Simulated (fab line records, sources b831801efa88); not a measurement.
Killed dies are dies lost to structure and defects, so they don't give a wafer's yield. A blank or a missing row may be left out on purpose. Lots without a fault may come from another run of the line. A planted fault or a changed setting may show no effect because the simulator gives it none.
Chamber matching | flow sfq_line | SFQ_TRILAYER_I3_DEP_PECVD_081 on pecvd-02: 3 sister chambers
The step deposits SiO2 from SiH4/N2O, time 111.11 s, target thk 500 nm. 14 wafers are shown with their chamber, then 7 later ones without.

WAFERS WITH THEIR CHAMBER
wafer  | chamber | throttle_valve_pct (%) | heater_power_w (W)
L288.1 | 0       | 22.4                   | 82
L288.2 | 1       | 21.2                   | 91
L288.5 | 2       | 23.1                   | 73
L289.3 | 1       | 21.1                   | 87
L289.4 | 1       | 20.9                   | 90
L289.6 | 2       | 22.9                   | 76
L291.1 | 1       | 21.3                   | 91
L291.2 | 2       | 23.2                   | 62
L291.5 | 0       | 22.4                   | 80
L292.1 | 0       | 22.4                   | 76
L292.2 | 2       | 23.1                   | 65
L292.5 | 2       | 22.8                   | 68
L293.1 | 0       | 23.0                   | 79
L293.5 | 1       | 21.5                   | 89

SIGNATURES (means of the wafers above)
reading            | chamber 0 | chamber 1 | chamber 2 | scatter within a chamber
throttle_valve_pct | 22.550    | 21.200    | 23.020    | 0.229
heater_power_w     | 79.25     | 89.60     | 68.80     | 3.82
Rule: a wafer's distance from a chamber is the root of the sum, over the readings, of the square of ((its reading less the chamber's mean) divided by the reading's scatter). The wafer belongs to the nearest chamber; if the next one is less than 2 further off, it can't be placed. The scatter: the root of (the sum of the squares of (reading less its chamber's mean) over the shown wafers, divided by (wafers less chambers)).

WAFERS WITHOUT THEIR CHAMBER
wafer  | throttle_valve_pct (%) | heater_power_w (W)
L293.6 | 23.1                   | 74
L295.1 | 23.2                   | 80
L295.3 | 23.2                   | 76
L295.5 | 23.3                   | 65
L298.1 | 23.4                   | 69
L298.3 | 21.8                   | 88
L298.5 | 23.1                   | 81

WHICH CHAMBER EACH WENT THROUGH
wafer  | from the rows above     | in truth
L293.6 | can't be placed: 2 or 0 | 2
L295.1 | can't be placed: 0 or 2 | 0
L295.3 | can't be placed: 2 or 0 | 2
L295.5 | 2                       | 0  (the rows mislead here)
L298.1 | 2                       | 2
L298.3 | can't be placed: 1 or 0 | 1
L298.5 | can't be placed: 0 or 2 | 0
Placed correctly: 1 of 7. Can't be placed from these rows: 5 (the true chamber is among the candidates in 5). Placed wrongly: 1.
